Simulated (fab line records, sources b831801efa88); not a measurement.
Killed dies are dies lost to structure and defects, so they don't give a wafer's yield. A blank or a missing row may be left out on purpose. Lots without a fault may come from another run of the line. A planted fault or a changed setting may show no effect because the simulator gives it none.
One fault seen from 2 desks | flow gf180mcu | each desk has only its own numbers; what lay behind them comes last

THE METROLOGY DESK
What the gauges read, lot by lot, whatever tool the lot ran on: means of the sampled wafers that have a number. A lot is out of limits, marked OUT, if its mean lies more than 4 standard deviations from the usual mean; the brackets give that distance.
Columns: A = CONTACT_CVD_02_THK at GF_CONTACT_THK_MEAS_03, usual 863 nm; B = cd_nm at GF_CONTACT_CD_MEAS_14, usual 219.8 nm; C = CONTACT_W_RS at GF_CONTACT_RS_MEAS_25, usual 0.382 ohm/sq; D = CONTACT_W_THK at GF_CONTACT_THK_MEAS_26, usual 309 nm
lot  | first seen here | A   | B     | C                | D
L392 | day 15 02:54    | 855 | 222.2 | 0.384            | 305
L395 | day 16 03:19    | 867 | 220.0 | 0.376            | 316
L398 | day 17 10:40    | 854 | 220.8 | 0.379            | 309
L401 | day 18 12:13    | 861 | 219.5 | 0.384            | 307
L403 | day 19 03:33    | 869 | 219.3 | 0.387            | 304
L406 | day 20 06:46    | 867 | 219.4 | 0.441 (+11) OUT  | 271 (-8.3) OUT
L407 | day 20 10:47    | 865 | 221.7 | 0.411 (+5.5) OUT | 291
L412 | day 21 21:49    | 858 | 221.2 | 0.383            | 310
L413 | day 22 06:59    | 852 | 218.1 | 0.383            | 310
L414 | day 22 16:25    | 863 | 219.6 | 0.387            | 307
L415 | day 22 21:11    | 870 | 219.0 | 0.379            | 310
This desk's finding: out of limits on L406, L407; first on L406, day 21 09:17 (CONTACT_W_RS at GF_CONTACT_RS_MEAS_25). In limits: L392, L395, L398, L401, L403, L412, L413, L414, L415.

THE TOOL OWNER'S DESK: cvd_w-02
The tool's own readings at GF_CONTACT_CVD_24 (deposits W, target thk 300 nm, time 90.339 s): means of the sampled wafers that have a number, for each lot that ran on this tool. A lot is out of limits, marked OUT, if its mean lies more than 4 standard deviations from the usual mean; the brackets give that distance.
Columns: A = heater_power_outer_w at GF_CONTACT_CVD_24, usual 498 W; B = heater_power_w at GF_CONTACT_CVD_24, usual 825 W; C = susceptor_temp_C at GF_CONTACT_CVD_24, usual 400.00 C
lot  | first seen here | A   | B   | C
L395 | day 17 01:42    | 537 | 874 | 400.10
L398 | day 18 11:07    | 514 | 819 | 400.09
L406 | day 21 09:10    | 457 | 772 | 392.38 (-32) OUT
L407 | day 21 12:45    | 501 | 811 | 395.85 (-17) OUT
This desk's finding: out of limits on L406, L407; first on L406, day 21 09:10 (susceptor_temp_C at GF_CONTACT_CVD_24). In limits: L395, L398.

PUT TOGETHER
The tool owner's desk could have raised an alarm at day 21 09:10, on L406, L407.
The metrology desk could have raised an alarm at day 21 09:17, on L406, L407.
Of the lots named, all ran GF_CONTACT_CVD_24 on cvd_w-02.

WHAT THE SIMULATOR HAD PUT IN
Process parameter drift: cvd_w-02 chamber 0, from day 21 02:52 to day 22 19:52, at GF_CONTACT_CVD_24. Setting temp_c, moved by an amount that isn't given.
Lots struck among those shown: L406, L407.
Hours from the fault's start to each desk's first reading out of limits: the tool owner's desk, 6; the metrology desk, 6.
